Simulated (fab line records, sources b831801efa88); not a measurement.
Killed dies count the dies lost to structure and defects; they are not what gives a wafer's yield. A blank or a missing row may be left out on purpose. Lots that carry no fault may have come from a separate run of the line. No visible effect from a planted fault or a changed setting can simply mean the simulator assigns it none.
fab line records :: flow sky130
record:
  lots: 14
  wafers: 42
  lastDay: 50
route steps=708 shown VT_ADJUST_HVTR@138 LDD_N@247 LDD_P@262 LDD_HVP@285 PAD_OPEN@708
lots with no fault: from the same line, run without faults
startH: hours from the record's opening day to when the first of the lot's shown wafers began :: waitH: how many hours have passed since the lot's step before this one :: " identical to the entry in the row above :: L1.1+2: a single row standing in for several wafers :: - either no value or no given start :: * or withheld: withheld :: < > ~ a bound
route shown NAME@n: NAME is a module with steps in the file, n the number in the route of the first one :: usual: average and standard deviation across the fault-free wafers :: same: alike in all rows :: chamber/n: place in a boat :: sites: per-site readings :: _std_site: standard deviation across them :: _edge_site: the outer-site mean with the inner-site mean subtracted :: radiusMm: how far each site lies from the wafer's centre :: mask NAME#n: copy n :: behind: tool/chamber where the wafer was last shaped :: hold: why the lot was held/for how many hours/how that ended :: device: the n, p or np transistor that did not switch :: end of line: the same wafers' tests at the end of the route :: a step given without rows: its recipe and nothing more :: killed: not the wafer's yield, but the dies lost to structure and defects at the first sort :: map: shows each die of a wafer: x if killed, . if not, _ if none is there
set.NAME: the setting as run; set.NAME@STEP: as run at that earlier step :: model.NAME: the simulator's own value behind a step, which no gauge read
route steps across a sampled set of lots; one table per step, one row per wafer
services: the hour from which a tool's chamber was out of use, counted from the record's first day as startH (under 0 if before that day), plus the number of hours and why
== steps ==
step: SKY_VT_ADJUST_HVTR_CD_MEAS_07
recipe:
  targetCdNm: 380
usual:
  cdNm: 379.7/2.2
lot.wafer: L264.3
tool: cdSem-01
chamber: -
startH: 204.95
waitH: 0.1
cdNm: 381.8

lot.wafer: L264.4
tool: cdSem-01
chamber: -
startH: 204.95
waitH: 0.1
cdNm: 382.1

lot.wafer: L264.6
tool: cdSem-01
chamber: -
startH: 204.95
waitH: 0.1
cdNm: 379.2

lot.wafer: L265.1
tool: cdSem-01
chamber: -
startH: 215.44
waitH: 0.1
cdNm: 382.3

lot.wafer: L265.5
tool: cdSem-01
chamber: -
startH: 215.44
waitH: 0.1
cdNm: 382.1

lot.wafer: L265.6
tool: cdSem-01
chamber: -
startH: 215.44
waitH: 0.1
cdNm: 381.6

lot.wafer: L266.2
tool: cdSem-01
chamber: -
startH: 220.71
waitH: 0.1
cdNm: 380.4

lot.wafer: L266.3
tool: cdSem-01
chamber: -
startH: 220.71
waitH: 0.1
cdNm: 382.6

lot.wafer: L266.4
tool: cdSem-01
chamber: -
startH: 220.71
waitH: 0.1
cdNm: 380.2

lot.wafer: L267.2
tool: cdSem-01
chamber: -
startH: 226.54
waitH: 0.1
cdNm: 378.9

lot.wafer: L267.3
tool: cdSem-01
chamber: -
startH: 226.54
waitH: 0.1
cdNm: 377.0

lot.wafer: L267.5
tool: cdSem-01
chamber: -
startH: 226.54
waitH: 0.1
cdNm: 378.3

lot.wafer: L269.2
tool: cdSem-01
chamber: -
startH: 252.79
waitH: 0.1
cdNm: 378.2

lot.wafer: L269.3
tool: cdSem-01
chamber: -
startH: 252.79
waitH: 0.1
cdNm: 379.0

lot.wafer: L269.6
tool: cdSem-01
chamber: -
startH: 252.79
waitH: 0.1
cdNm: 378.9

lot.wafer: L270.1
tool: cdSem-01
chamber: -
startH: 257.04
waitH: 0.1
cdNm: 376.3

lot.wafer: L270.5
tool: cdSem-01
chamber: -
startH: 257.04
waitH: 0.1
cdNm: 377.6

lot.wafer: L270.6
tool: cdSem-01
chamber: -
startH: 257.04
waitH: 0.1
cdNm: 377.1

lot.wafer: L271.2
tool: cdSem-02
chamber: -
startH: 264.39
waitH: 0.1
cdNm: 377.0

lot.wafer: L271.3
tool: cdSem-02
chamber: -
startH: 264.39
waitH: 0.1
cdNm: 377.7

lot.wafer: L271.5
tool: cdSem-02
chamber: -
startH: 264.39
waitH: 0.1
cdNm: 377.8

lot.wafer: L275.1
tool: cdSem-01
chamber: -
startH: 294.61
waitH: 0.1
cdNm: 379.4

lot.wafer: L275.2
tool: cdSem-01
chamber: -
startH: 294.61
waitH: 0.1
cdNm: 379.3

lot.wafer: L275.4
tool: cdSem-01
chamber: -
startH: 294.61
waitH: 0.1
cdNm: 378.3

lot.wafer: L280.1
tool: cdSem-02
chamber: -
startH: 332.81
waitH: 0.1
cdNm: 383.5

lot.wafer: L280.3
tool: cdSem-02
chamber: -
startH: 332.81
waitH: 0.1
cdNm: 384.8

lot.wafer: L280.4
tool: cdSem-02
chamber: -
startH: 332.81
waitH: 0.1
cdNm: 383.8

lot.wafer: L281.3
tool: cdSem-01
chamber: -
startH: 337.65
waitH: 0.1
cdNm: 384.1

lot.wafer: L281.4
tool: cdSem-01
chamber: -
startH: 337.65
waitH: 0.1
cdNm: 382.4

lot.wafer: L281.6
tool: cdSem-01
chamber: -
startH: 337.65
waitH: 0.1
cdNm: 382.5

lot.wafer: L282.1
tool: cdSem-02
chamber: -
startH: 349.19
waitH: 0.1
cdNm: 379.8

lot.wafer: L282.2
tool: cdSem-02
chamber: -
startH: 349.19
waitH: 0.1
cdNm: 380.6

lot.wafer: L282.5
tool: cdSem-02
chamber: -
startH: 349.19
waitH: 0.1
cdNm: 379.9

lot.wafer: L283.4
tool: cdSem-02
chamber: -
startH: 355.87
waitH: 0.1
cdNm: 379.2

lot.wafer: L283.5
tool: cdSem-02
chamber: -
startH: 355.87
waitH: 0.1
cdNm: 382.2

lot.wafer: L283.6
tool: cdSem-02
chamber: -
startH: 355.87
waitH: 0.1
cdNm: 383.2

lot.wafer: L284.1
tool: cdSem-01
chamber: -
startH: 357.74
waitH: 0.1
cdNm: 381.8

lot.wafer: L284.3
tool: cdSem-01
chamber: -
startH: 357.74
waitH: 0.1
cdNm: 381.7

lot.wafer: L284.5
tool: cdSem-01
chamber: -
startH: 357.74
waitH: 0.1
cdNm: 380.4

lot.wafer: L285.2
tool: cdSem-01
chamber: -
startH: 362.96
waitH: 0.1
cdNm: 377.3

lot.wafer: L285.3
tool: cdSem-01
chamber: -
startH: 362.96
waitH: 0.1
cdNm: 377.7

lot.wafer: L285.6
tool: cdSem-01
chamber: -
startH: 362.96
waitH: 0.1
cdNm: 376.0
step: SKY_LDD_N_IMPLANT_10
recipe:
  species: As
  energyKev: 20
  doseCm2: 7.5e+13
  tiltDeg: withheld
  rotationDeg: 203
usual:
  doseIonsCm2: 7.499e+13/8.2e+10
  rotationDeg: 203.00/0.042
lot.wafer: L264.3
tool: implanter-02
chamber: 0
startH: 402.25
waitH: 0.1
doseIonsCm2: 7.501e+13
rotationDeg: 203.05

lot.wafer: L264.4
tool: implanter-02
chamber: 0
startH: 402.25
waitH: 0.1
doseIonsCm2: 7.501e+13
rotationDeg: 202.99

lot.wafer: L264.6
tool: implanter-02
chamber: 0
startH: 402.25
waitH: 0.1
doseIonsCm2: 7.504e+13
rotationDeg: 202.99

lot.wafer: L265.1
tool: implanter-04
chamber: 0
startH: 417.02
waitH: 0.1
doseIonsCm2: 7.495e+13
rotationDeg: 203.03

lot.wafer: L265.5
tool: implanter-04
chamber: 0
startH: 417.02
waitH: 0.1
doseIonsCm2: 7.502e+13
rotationDeg: 203.04

lot.wafer: L265.6
tool: implanter-04
chamber: 0
startH: 417.02
waitH: 0.1
doseIonsCm2: 7.492e+13
rotationDeg: 202.98

lot.wafer: L266.2
tool: implanter-03
chamber: 0
startH: 425.52
waitH: 0.1
doseIonsCm2: 7.495e+13
rotationDeg: 203.07

lot.wafer: L266.3
tool: implanter-03
chamber: 0
startH: 425.52
waitH: 0.1
doseIonsCm2: 7.501e+13
rotationDeg: 203.02

lot.wafer: L266.4
tool: implanter-03
chamber: 0
startH: 425.52
waitH: 0.1
doseIonsCm2: 7.501e+13
rotationDeg: 203.08

lot.wafer: L267.2
tool: implanter-04
chamber: 0
startH: 429.17
waitH: 0.1
doseIonsCm2: 7.504e+13
rotationDeg: 202.99

lot.wafer: L267.3
tool: implanter-04
chamber: 0
startH: 429.17
waitH: 0.1
doseIonsCm2: 7.499e+13
rotationDeg: 202.99

lot.wafer: L267.5
tool: implanter-04
chamber: 0
startH: 429.17
waitH: 0.1
doseIonsCm2: 7.493e+13
rotationDeg: 203.02

lot.wafer: L269.2
tool: implanter-02
chamber: 0
startH: 465.65
waitH: 0.1
doseIonsCm2: 7.489e+13
rotationDeg: 203.02

lot.wafer: L269.3
tool: implanter-02
chamber: 0
startH: 465.65
waitH: 0.1
doseIonsCm2: 7.493e+13
rotationDeg: 203.00

lot.wafer: L269.6
tool: implanter-02
chamber: 0
startH: 465.65
waitH: 0.1
doseIonsCm2: 7.481e+13
rotationDeg: 202.94

lot.wafer: L270.1
tool: implanter-02
chamber: 0
startH: 470.79
waitH: 0.1
doseIonsCm2: 7.504e+13
rotationDeg: 202.99

lot.wafer: L270.5
tool: implanter-02
chamber: 0
startH: 470.79
waitH: 0.1
doseIonsCm2: 7.506e+13
rotationDeg: 203.06

lot.wafer: L270.6
tool: implanter-02
chamber: 0
startH: 470.79
waitH: 0.1
doseIonsCm2: 7.498e+13
rotationDeg: 202.96

lot.wafer: L271.2
tool: implanter-04
chamber: 0
startH: 480.45
waitH: 0.1
doseIonsCm2: 7.492e+13
rotationDeg: 202.98

lot.wafer: L271.3
tool: implanter-04
chamber: 0
startH: 480.45
waitH: 0.1
doseIonsCm2: 7.498e+13
rotationDeg: 203.01

lot.wafer: L271.5
tool: implanter-04
chamber: 0
startH: 480.45
waitH: 0.1
doseIonsCm2: 7.493e+13
rotationDeg: 203.04

lot.wafer: L275.1
tool: implanter-03
chamber: 0
startH: 514.12
waitH: 0.1
doseIonsCm2: 7.504e+13
rotationDeg: 202.90

lot.wafer: L275.2
tool: implanter-03
chamber: 0
startH: 514.12
waitH: 0.1
doseIonsCm2: 7.492e+13
rotationDeg: 202.91

lot.wafer: L275.4
tool: implanter-03
chamber: 0
startH: 514.12
waitH: 0.1
doseIonsCm2: 7.491e+13
rotationDeg: 203.08

lot.wafer: L280.1
tool: implanter-04
chamber: 0
startH: 556.72
waitH: 0.1
doseIonsCm2: 7.77e+13
rotationDeg: 202.96

lot.wafer: L280.3
tool: implanter-04
chamber: 0
startH: 556.72
waitH: 0.1
doseIonsCm2: 7.774e+13
rotationDeg: 203.00

lot.wafer: L280.4
tool: implanter-04
chamber: 0
startH: 556.72
waitH: 0.1
doseIonsCm2: 7.779e+13
rotationDeg: 202.92

lot.wafer: L281.3
tool: implanter-04
chamber: 0
startH: 559.79
waitH: 0.1
doseIonsCm2: 7.776e+13
rotationDeg: 202.90

lot.wafer: L281.4
tool: implanter-04
chamber: 0
startH: 559.79
waitH: 0.1
doseIonsCm2: 7.775e+13
rotationDeg: 203.05

lot.wafer: L281.6
tool: implanter-04
chamber: 0
startH: 559.79
waitH: 0.1
doseIonsCm2: 7.765e+13
rotationDeg: 203.06

lot.wafer: L282.1
tool: implanter-03
chamber: 0
startH: 573.62
waitH: 0.1
doseIonsCm2: 7.491e+13
rotationDeg: 203.00

lot.wafer: L282.2
tool: implanter-03
chamber: 0
startH: 573.62
waitH: 0.1
doseIonsCm2: 7.495e+13
rotationDeg: 203.05

lot.wafer: L282.5
tool: implanter-03
chamber: 0
startH: 573.62
waitH: 0.1
doseIonsCm2: 7.5e+13
rotationDeg: 203.00

lot.wafer: L283.4
tool: implanter-03
chamber: 0
startH: 581.12
waitH: 0.1
doseIonsCm2: 7.497e+13
rotationDeg: 202.92

lot.wafer: L283.5
tool: implanter-03
chamber: 0
startH: 581.12
waitH: 0.1
doseIonsCm2: 7.484e+13
rotationDeg: 202.94

lot.wafer: L283.6
tool: implanter-03
chamber: 0
startH: 581.12
waitH: 0.1
doseIonsCm2: 7.5e+13
rotationDeg: 203.05

lot.wafer: L284.1
tool: implanter-03
chamber: 0
startH: 585.84
waitH: 0.1
doseIonsCm2: 7.496e+13
rotationDeg: 203.02

lot.wafer: L284.3
tool: implanter-03
chamber: 0
startH: 585.84
waitH: 0.1
doseIonsCm2: 7.495e+13
rotationDeg: 202.99

lot.wafer: L284.5
tool: implanter-03
chamber: 0
startH: 585.84
waitH: 0.1
doseIonsCm2: 7.501e+13
rotationDeg: 202.95

lot.wafer: L285.2
tool: implanter-02
chamber: 0
startH: 589.52
waitH: 0.1
doseIonsCm2: 7.515e+13
rotationDeg: 203.02

lot.wafer: L285.3
tool: implanter-02
chamber: 0
startH: 589.52
waitH: 0.1
doseIonsCm2: 7.511e+13
rotationDeg: 203.00

lot.wafer: L285.6
tool: implanter-02
chamber: 0
startH: 589.52
waitH: 0.1
doseIonsCm2: 7.506e+13
rotationDeg: 202.96
step: SKY_LDD_P_CD_MEAS_07
recipe:
  targetCdNm: 380
usual:
  cdNm: 380.4/2.5
lot.wafer: L264.3
tool: cdSem-01
chamber: -
startH: 433.05
waitH: 0.1
cdNm: 383.2

lot.wafer: L264.4
tool: cdSem-01
chamber: -
startH: 433.05
waitH: 0.1
cdNm: 383.7

lot.wafer: L264.6
tool: cdSem-01
chamber: -
startH: 433.05
waitH: 0.1
cdNm: 381.6

lot.wafer: L265.1
tool: cdSem-01
chamber: -
startH: 448.67
waitH: 0.1
cdNm: 377.6

lot.wafer: L265.5
tool: cdSem-01
chamber: -
startH: 448.67
waitH: 0.1
cdNm: 377.2

lot.wafer: L265.6
tool: cdSem-01
chamber: -
startH: 448.67
waitH: 0.1
cdNm: 376.7

lot.wafer: L266.2
tool: cdSem-02
chamber: -
startH: 457.91
waitH: 0.1
cdNm: 383.3

lot.wafer: L266.3
tool: cdSem-02
chamber: -
startH: 457.91
waitH: 0.1
cdNm: 382.0

lot.wafer: L266.4
tool: cdSem-02
chamber: -
startH: 457.91
waitH: 0.1
cdNm: 382.3

lot.wafer: L267.2
tool: cdSem-02
chamber: -
startH: 460.93
waitH: 0.1
cdNm: 382.2

lot.wafer: L267.3
tool: cdSem-02
chamber: -
startH: 460.93
waitH: 0.1
cdNm: 381.6

lot.wafer: L267.5
tool: cdSem-02
chamber: -
startH: 460.93
waitH: 0.1
cdNm: 382.4

lot.wafer: L269.2
tool: cdSem-01
chamber: -
startH: 497.19
waitH: 0.1
cdNm: 378.2

lot.wafer: L269.3
tool: cdSem-01
chamber: -
startH: 497.19
waitH: 0.1
cdNm: 380.1

lot.wafer: L269.6
tool: cdSem-01
chamber: -
startH: 497.19
waitH: 0.1
cdNm: 378.5

lot.wafer: L270.1
tool: cdSem-01
chamber: -
startH: 502.85
waitH: 0.1
cdNm: 379.9

lot.wafer: L270.5
tool: cdSem-01
chamber: -
startH: 502.85
waitH: 0.1
cdNm: 379.1

lot.wafer: L270.6
tool: cdSem-01
chamber: -
startH: 502.85
waitH: 0.1
cdNm: 380.4

lot.wafer: L271.2
tool: cdSem-01
chamber: -
startH: 512.09
waitH: 0.1
cdNm: 380.2

lot.wafer: L271.3
tool: cdSem-01
chamber: -
startH: 512.09
waitH: 0.1
cdNm: 378.9

lot.wafer: L271.5
tool: cdSem-01
chamber: -
startH: 512.09
waitH: 0.1
cdNm: 379.0

lot.wafer: L275.1
tool: cdSem-02
chamber: -
startH: 545.35
waitH: 0.1
cdNm: 382.5

lot.wafer: L275.2
tool: cdSem-02
chamber: -
startH: 545.35
waitH: 0.1
cdNm: 381.8

lot.wafer: L275.4
tool: cdSem-02
chamber: -
startH: 545.35
waitH: 0.1
cdNm: 383.1

lot.wafer: L280.1
tool: cdSem-01
chamber: -
startH: 587.70
waitH: 0.1
cdNm: 377.1

lot.wafer: L280.3
tool: cdSem-01
chamber: -
startH: 587.70
waitH: 0.1
cdNm: 375.8

lot.wafer: L280.4
tool: cdSem-01
chamber: -
startH: 587.70
waitH: 0.1
cdNm: 377.4

lot.wafer: L281.3
tool: cdSem-01
chamber: -
startH: 590.49
waitH: 0.1
cdNm: 383.6

lot.wafer: L281.4
tool: cdSem-01
chamber: -
startH: 590.49
waitH: 0.1
cdNm: 382.7

lot.wafer: L281.6
tool: cdSem-01
chamber: -
startH: 590.49
waitH: 0.1
cdNm: 383.6

lot.wafer: L282.1
tool: cdSem-02
chamber: -
startH: 604.02
waitH: 0.1
cdNm: 375.3

lot.wafer: L282.2
tool: cdSem-02
chamber: -
startH: 604.02
waitH: 0.1
cdNm: 371.7

lot.wafer: L282.5
tool: cdSem-02
chamber: -
startH: 604.02
waitH: 0.1
cdNm: 374.6

lot.wafer: L283.4
tool: cdSem-01
chamber: -
startH: 611.64
waitH: 0.1
cdNm: 376.0

lot.wafer: L283.5
tool: cdSem-01
chamber: -
startH: 611.64
waitH: 0.1
cdNm: 380.9

lot.wafer: L283.6
tool: cdSem-01
chamber: -
startH: 611.64
waitH: 0.1
cdNm: 379.2

lot.wafer: L284.1
tool: cdSem-02
chamber: -
startH: 615.07
waitH: 0.1
cdNm: 380.5

lot.wafer: L284.3
tool: cdSem-02
chamber: -
startH: 615.07
waitH: 0.1
cdNm: 380.2

lot.wafer: L284.5
tool: cdSem-02
chamber: -
startH: 615.07
waitH: 0.1
cdNm: 380.0

lot.wafer: L285.2
tool: cdSem-01
chamber: -
startH: 619.75
waitH: 0.1
cdNm: 382.1

lot.wafer: L285.3
tool: cdSem-01
chamber: -
startH: 619.75
waitH: 0.1
cdNm: 380.9

lot.wafer: L285.6
tool: cdSem-01
chamber: -
startH: 619.75
waitH: 0.1
cdNm: 383.5
step: SKY_LDD_HVP_OVL_MEAS_07
usual:
  LDD_HVP_OVL: -0.4/1.3
lot.wafer: L264.3
tool: overlay-02
chamber: -
startH: 496.02
waitH: 0.1
LDD_HVP_OVL[nm]: -2.2

lot.wafer: L264.4
tool: overlay-02
chamber: -
startH: 496.02
waitH: 0.1
LDD_HVP_OVL[nm]: 0.6

lot.wafer: L264.6
tool: overlay-02
chamber: -
startH: 496.02
waitH: 0.1
LDD_HVP_OVL[nm]: -1.2

lot.wafer: L265.1
tool: overlay-01
chamber: -
startH: 510.21
waitH: 0.1
LDD_HVP_OVL[nm]: -2.2

lot.wafer: L265.5
tool: overlay-01
chamber: -
startH: 510.21
waitH: 0.1
LDD_HVP_OVL[nm]: -0.4

lot.wafer: L265.6
tool: overlay-01
chamber: -
startH: 510.21
waitH: 0.1
LDD_HVP_OVL[nm]: -0.1

lot.wafer: L266.2
tool: overlay-01
chamber: -
startH: 519.61
waitH: 0.1
LDD_HVP_OVL[nm]: -2.9

lot.wafer: L266.3
tool: overlay-01
chamber: -
startH: 519.61
waitH: 0.1
LDD_HVP_OVL[nm]: -2.0

lot.wafer: L266.4
tool: overlay-01
chamber: -
startH: 519.61
waitH: 0.1
LDD_HVP_OVL[nm]: -1.0

lot.wafer: L267.2
tool: overlay-02
chamber: -
startH: 522.06
waitH: 0.1
LDD_HVP_OVL[nm]: 1.3

lot.wafer: L267.3
tool: overlay-02
chamber: -
startH: 522.06
waitH: 0.1
LDD_HVP_OVL[nm]: 0.5

lot.wafer: L267.5
tool: overlay-02
chamber: -
startH: 522.06
waitH: 0.1
LDD_HVP_OVL[nm]: 1.5

lot.wafer: L269.2
tool: overlay-01
chamber: -
startH: 557.12
waitH: 0.1
LDD_HVP_OVL[nm]: -2.9

lot.wafer: L269.3
tool: overlay-01
chamber: -
startH: 557.12
waitH: 0.1
LDD_HVP_OVL[nm]: 0.4

lot.wafer: L269.6
tool: overlay-01
chamber: -
startH: 557.12
waitH: 0.1
LDD_HVP_OVL[nm]: -0.9

lot.wafer: L270.1
tool: overlay-01
chamber: -
startH: 563.46
waitH: 0.1
LDD_HVP_OVL[nm]: -0.3

lot.wafer: L270.5
tool: overlay-01
chamber: -
startH: 563.46
waitH: 0.1
LDD_HVP_OVL[nm]: -1.7

lot.wafer: L270.6
tool: overlay-01
chamber: -
startH: 563.46
waitH: 0.1
LDD_HVP_OVL[nm]: -0.7

lot.wafer: L271.2
tool: overlay-01
chamber: -
startH: 572.07
waitH: 0.1
LDD_HVP_OVL[nm]: 0.1

lot.wafer: L271.3
tool: overlay-01
chamber: -
startH: 572.07
waitH: 0.1
LDD_HVP_OVL[nm]: 1.7

lot.wafer: L271.5
tool: overlay-01
chamber: -
startH: 572.07
waitH: 0.1
LDD_HVP_OVL[nm]: -0.7

lot.wafer: L275.1
tool: overlay-01
chamber: -
startH: 605.31
waitH: 0.1
LDD_HVP_OVL[nm]: -1.7

lot.wafer: L275.2
tool: overlay-01
chamber: -
startH: 605.31
waitH: 0.1
LDD_HVP_OVL[nm]: -2.1

lot.wafer: L275.4
tool: overlay-01
chamber: -
startH: 605.31
waitH: 0.1
LDD_HVP_OVL[nm]: -1.1

lot.wafer: L280.1
tool: overlay-01
chamber: -
startH: 645.26
waitH: 0.1
LDD_HVP_OVL[nm]: 0.9

lot.wafer: L280.3
tool: overlay-01
chamber: -
startH: 645.26
waitH: 0.1
LDD_HVP_OVL[nm]: -0.3

lot.wafer: L280.4
tool: overlay-01
chamber: -
startH: 645.26
waitH: 0.1
LDD_HVP_OVL[nm]: 1.1

lot.wafer: L281.3
tool: overlay-01
chamber: -
startH: 649.17
waitH: 0.1
LDD_HVP_OVL[nm]: -3.8

lot.wafer: L281.4
tool: overlay-01
chamber: -
startH: 649.17
waitH: 0.1
LDD_HVP_OVL[nm]: 0.1

lot.wafer: L281.6
tool: overlay-01
chamber: -
startH: 649.17
waitH: 0.1
LDD_HVP_OVL[nm]: -0.9

lot.wafer: L282.1
tool: overlay-02
chamber: -
startH: 662.71
waitH: 0.1
LDD_HVP_OVL[nm]: 1.4

lot.wafer: L282.2
tool: overlay-02
chamber: -
startH: 662.71
waitH: 0.1
LDD_HVP_OVL[nm]: 0.2

lot.wafer: L282.5
tool: overlay-02
chamber: -
startH: 662.71
waitH: 0.1
LDD_HVP_OVL[nm]: 0.5

lot.wafer: L283.4
tool: overlay-02
chamber: -
startH: 669.97
waitH: 0.1
LDD_HVP_OVL[nm]: 1.1

lot.wafer: L283.5
tool: overlay-02
chamber: -
startH: 669.97
waitH: 0.1
LDD_HVP_OVL[nm]: -1.1

lot.wafer: L283.6
tool: overlay-02
chamber: -
startH: 669.97
waitH: 0.1
LDD_HVP_OVL[nm]: 0.4

lot.wafer: L284.1
tool: overlay-01
chamber: -
startH: 672.31
waitH: 0.1
LDD_HVP_OVL[nm]: 0.2

lot.wafer: L284.3
tool: overlay-01
chamber: -
startH: 672.31
waitH: 0.1
LDD_HVP_OVL[nm]: -2.2

lot.wafer: L284.5
tool: overlay-01
chamber: -
startH: 672.31
waitH: 0.1
LDD_HVP_OVL[nm]: -0.9

lot.wafer: L285.2
tool: overlay-01
chamber: -
startH: 677.17
waitH: 0.1
LDD_HVP_OVL[nm]: 1.5

lot.wafer: L285.3
tool: overlay-01
chamber: -
startH: 677.17
waitH: 0.1
LDD_HVP_OVL[nm]: -1.4

lot.wafer: L285.6
tool: overlay-01
chamber: -
startH: 677.17
waitH: 0.1
LDD_HVP_OVL[nm]: 0.1
step: SKY_PAD_OPEN_PROBE_99
usual:
  killed_at_M0_to_M3: 42/6.9
  killed_at_M4_up: 3.2/1.7
  killedAtContacts: 23/5.5
  killedAtFrontEnd: 16/4
  killedAtOther: 0.4/0.55
  killedDies: 85/9.2
  killedOpen: 46/6.8
  killedShort: 38/6.2
same:
  grossDies: 492
  killedAtBackSide: 0
lot.wafer: L269.2
tool: prober-02
chamber: -
startH: 1113.23
waitH: 0.1
killed_at_M0_to_M3: 43
killed_at_M4_up: 1
killedAtContacts: 15
killedAtFrontEnd: 21
killedAtOther: 1
killedDies: 81
killedOpen: 42
killedShort: 38

lot.wafer: L269.3
tool: prober-02
chamber: -
startH: 1113.28
waitH: 0.2
killed_at_M0_to_M3: 43
killed_at_M4_up: 2
killedAtContacts: 27
killedAtFrontEnd: 21
killedAtOther: 0
killedDies: 93
killedOpen: 42
killedShort: 50

lot.wafer: L269.6
tool: prober-02
chamber: -
startH: 1113.43
waitH: 0.2
killed_at_M0_to_M3: 35
killed_at_M4_up: 3
killedAtContacts: 25
killedAtFrontEnd: 21
killedAtOther: 1
killedDies: 85
killedOpen: 53
killedShort: 32

lot.wafer: L281.3
tool: prober-02
chamber: -
startH: 1176.58
waitH: 0.2
killed_at_M0_to_M3: 38
killed_at_M4_up: 3
killedAtContacts: 32
killedAtFrontEnd: 17
killedAtOther: 0
killedDies: 90
killedOpen: 51
killedShort: 38

lot.wafer: L281.4
tool: prober-02
chamber: -
startH: 1176.63
waitH: 0.2
killed_at_M0_to_M3: 46
killed_at_M4_up: 2
killedAtContacts: 26
killedAtFrontEnd: 15
killedAtOther: 0
killedDies: 89
killedOpen: 49
killedShort: 40

lot.wafer: L281.6
tool: prober-02
chamber: -
startH: 1176.73
waitH: 0.2
killed_at_M0_to_M3: 47
killed_at_M4_up: 3
killedAtContacts: 18
killedAtFrontEnd: 12
killedAtOther: 0
killedDies: 80
killedOpen: 54
killedShort: 26
killed by level:class
L269.2 VIA2:geometricParticle:open=10 FIELD_ISO:geometricParticle:open=7 CONTACT:geometricParticle:open=7 VIA1:geometricParticle:open=7 METAL1:geometricParticle:short=7 FIELD_ISO:geometricParticle:short=6 VIA1:geometricParticle:short=5 METAL2:geometricParticle:short=4
L269.3 METAL1:geometricParticle:short=8 POLY_GATE:geometricParticle:short=7 LI_CONTACT:geometricParticle:open=7 VIA2:geometricParticle:open=7 VIA1:geometricParticle:open=7 VIA3:geometricParticle:short=7 LOCAL_INTERCONNECT:geometricParticle:short=6 CONTACT:geometricParticle:open=6
L269.6 CONTACT:geometricParticle:open=13 FIELD_ISO:geometricParticle:short=7 LI_CONTACT:geometricParticle:open=6 FIELD_ISO:geometricParticle:open=5 VIA1:geometricParticle:open=5 VIA3:geometricParticle:open=5 POLY_GATE:geometricParticle:short=4 VIA1:geometricParticle:short=4
L281.3 VIA1:geometricParticle:open=12 CONTACT:geometricParticle:open=12 LI_CONTACT:geometricParticle:open=5 CONTACT:geometricParticle:short=5 VIA2:geometricParticle:open=5 FIELD_ISO:geometricParticle:short=4 POLY_GATE:geometricParticle:open=4 LOCAL_INTERCONNECT:geometricParticle:short=4
L281.4 CONTACT:geometricParticle:open=11 VIA1:geometricParticle:open=10 FIELD_ISO:geometricParticle:open=8 VIA3:geometricParticle:open=8 CONTACT:geometricParticle:short=6 VIA1:geometricParticle:short=6 POLY_GATE:geometricParticle:short=5 METAL3:geometricParticle:short=5
L281.6 VIA1:geometricParticle:open=19 CONTACT:geometricParticle:open=8 VIA2:geometricParticle:open=8 FIELD_ISO:geometricParticle:short=7 METAL2:geometricParticle:short=6 LI_CONTACT:geometricParticle:open=5 VIA3:geometricParticle:open=4 METAL1:geometricParticle:short=3
== services ==
tool: implanter-03
chamber: -
startH: 380.22
hours: 1.2
kind: repair

tool: implanter-02
chamber: -
startH: 417.30
hours: 6.3
kind: repair

tool: implanter-03
chamber: -
startH: 459.37
hours: 3.6
kind: pm

tool: implanter-04
chamber: -
startH: 504.70
hours: 24.2
kind: pm

tool: implanter-02
chamber: -
startH: 512.49
hours: 2.8
kind: repair

tool: implanter-03
chamber: -
startH: 528.50
hours: 6.1
kind: pm

tool: implanter-04
chamber: -
startH: 528.92
hours: 2.5
kind: pm

tool: implanter-03
chamber: -
startH: 553.71
hours: 1.5
kind: repair

tool: implanter-03
chamber: -
startH: 559.21
hours: 3.2
kind: pm
== key ==
firstSign:
  step: SKY_LDD_N_IMPLANT_10
  reading: doseIonsCm2
  direction: up
  sigmas: 34
  usual: *
  struck: *
effect none on later readings
metAt SKY_LDD_N_IMPLANT_10
struckLots L280,L281
testerLeftOut L280,L281
notActingAt SKY_VT_ADJUST_HVTR_CD_MEAS_07,SKY_LDD_P_CD_MEAS_07,SKY_LDD_HVP_OVL_MEAS_07
onsetBetween 480.45 556.72
fault:
  kind: processParameterDrift
  tool: implanter-04
  chamber: -
  onsetH: 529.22
  steps: SKY_LDD_N_IMPLANT_10
  channel: doseCm2
  offset: *
  shape: step
  endH: 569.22
  actsIn: *
  stated: *
testerLeftOut: of these lots the tester's yield and bins aren't shown, on N5 and GAA mostly nor the transistor test; their killed dies are dies lost to structure and defects alone, not to doping, threshold or leakage, so they don't give the yield
